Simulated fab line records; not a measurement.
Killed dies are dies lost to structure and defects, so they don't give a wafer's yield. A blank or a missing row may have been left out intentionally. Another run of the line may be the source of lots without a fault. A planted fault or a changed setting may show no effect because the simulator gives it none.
The same fault as seen by 2 desks :: flow sky130 :: only its own numbers are on each desk; what lay behind them is given at the end

## THE METROLOGY DESK
What the gauges read for every lot (on any tool): the sampled wafers with a number, averaged. Marked OUT: a lot whose mean sits more than 4 standard deviations from the usual mean, which makes it out of limits; the brackets give that distance.
Columns: A = METAL4_OVL at SKY_METAL4_OVL_MEAS_14, usual 1 nm; B = METAL5_ALCU_RS at SKY_METAL5_RS_MEAS_05, usual 0.02723 ohm/sq
lot: L162
first seen here: day 41 12:20
A: -0
B: 0.02689

lot: L163
first seen here: day 41 18:10
A: 5
B: 0.02701

lot: L165
first seen here: day 42 15:55
A: -6
B: 0.02705

lot: L166
first seen here: day 42 23:20
A: 6
B: 0.02690

lot: L167
first seen here: day 43 00:05
A: 8
B: 0.02759

lot: L168
first seen here: day 43 17:03
A: -8
B: 0.02678

lot: L170
first seen here: day 44 03:11
A: 6
B: 0.02757

lot: L180
first seen here: day 46 12:44
A: 6
B: 0.02719

lot: L181
first seen here: day 46 17:50
A: 4
B: 0.02694

lot: L182
first seen here: day 47 00:59
A: 1
B: 0.02719

lot: L183
first seen here: day 47 06:07
A: 1
B: 0.02698

lot: L184
first seen here: day 47 12:11
A: 2
B: 0.02745

lot: L185
first seen here: day 47 14:14
A: 0
B: 0.02708
This desk's verdict: no lot among the 13 shows anything out of limits.

## TOOL OWNER'S DESK, plasma_asher-02
The tool's own readings at SKY_NWELL_STRIP_14 (strips in O2/N2): means of the sampled wafers that have a number, for each lot that ran on this tool. Marked OUT: a lot whose mean sits more than 4 standard deviations from the usual mean, which makes it out of limits; the brackets give that distance.
Columns: A = drypump_motor_current_A at SKY_NWELL_STRIP_14, usual 5.7 A; B = oes_product_au at SKY_NWELL_STRIP_14, usual 0.722 a.u.; C = strip_time_to_endpoint_s at SKY_NWELL_STRIP_14, usual 36.89 s
lot: L162
first seen here: day 4 11:05
A: 5.9
B: 0.725
C: 36.81

lot: L165
first seen here: day 5 08:02
A: 6.1
B: 0.723
C: 36.96

lot: L166
first seen here: day 5 13:38
A: 6.1
B: 0.721
C: 36.91

lot: L167
first seen here: day 5 17:32
A: 6.1
B: 0.720
C: 36.64

lot: L168
first seen here: day 6 02:01
A: 5.9
B: 0.722
C: 36.94

lot: L170
first seen here: day 6 13:38
A: 6.1
B: 0.718
C: 36.82

lot: L180
first seen here: day 8 19:38
A: 5.9
B: 0.721
C: 36.87

lot: L181
first seen here: day 9 02:39
A: 6.1
B: 0.724
C: 36.80

lot: L183
first seen here: day 9 15:02
A: 5.9
B: 0.721
C: 36.90
This desk's verdict: no lot among the 9 shows anything out of limits.

## PUT TOGETHER
Nothing out of limits was seen by the metrology desk.
Nothing out of limits was seen by the tool owner's desk.

## WHAT HAD BEEN PUT IN BY THE SIMULATOR
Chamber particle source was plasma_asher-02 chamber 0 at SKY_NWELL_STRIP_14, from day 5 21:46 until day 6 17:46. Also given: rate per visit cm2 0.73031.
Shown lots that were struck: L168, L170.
